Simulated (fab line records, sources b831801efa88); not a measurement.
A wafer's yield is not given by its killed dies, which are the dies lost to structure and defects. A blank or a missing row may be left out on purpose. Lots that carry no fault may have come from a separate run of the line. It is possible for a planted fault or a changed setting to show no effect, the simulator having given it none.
Matching of chambers | flow gf180mcu | GF_V5_CVD_02 on pecvd-02: 3 sister chambers
The step deposits SiO2 from TEOS, target thk 1450 nm, time 163.28 s. 16 wafers are shown with their chamber, then 8 later ones without.

WAFERS, EACH WITH ITS CHAMBER
wafer  | chamber | heaterPowerW (W)
L074.2 | 2       | 705
L074.3 | 1       | 655
L074.6 | 1       | 745
L075.1 | 1       | 624
L075.5 | 2       | 572
L075.6 | 0       | 471
L077.1 | 1       | 687
L077.3 | 0       | 588
L077.5 | 1       | 766
L080.1 | 1       | 629
L080.2 | 0       | 571
L080.3 | 2       | 650
L080.4 | 1       | 734
L080.5 | 2       | 698
L080.6 | 0       | 461
L081.2 | 0       | 533

SIGNATURES (means of the wafers above)
reading      | chamber 0 | chamber 1 | chamber 2 | scatter within a chamber
heaterPowerW | 524.80    | 691.43    | 656.25    | 58.5
Rule: for a wafer and a chamber, the distance is found by dividing, reading by reading, the gap between the wafer's reading and the chamber's mean by the reading's scatter, squaring, summing and taking the root. The wafer belongs to the nearest chamber; if the next one is less than 2 further off, it can't be placed. The scatter: take each reading less its chamber's mean, square it, sum over the shown wafers, divide by the number of wafers less the number of chambers, and take the root.

WAFERS WHOSE CHAMBER IS MISSING
wafer  | heaterPowerW (W)
L081.3 | 631
L081.4 | 607
L083.1 | 583
L083.3 | 497
L083.6 | 746
L088.2 | 680
L088.5 | 754
L088.6 | 575

WHICH CHAMBER EACH ONE RAN IN
wafer  | from the rows above          | in truth
L081.3 | can't be placed: 2 or 1 or 0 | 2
L081.4 | can't be placed: 2 or 0 or 1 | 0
L083.1 | can't be placed: 0 or 2 or 1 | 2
L083.3 | 0                            | 0
L083.6 | can't be placed: 1 or 2      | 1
L088.2 | can't be placed: 1 or 2      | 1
L088.5 | can't be placed: 1 or 2      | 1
L088.6 | can't be placed: 0 or 2 or 1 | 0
Correct placement for 1 of the 8. Cannot be placed on the basis of these rows: 7; the candidates contain the true chamber in 7. Placed wrongly: 0.
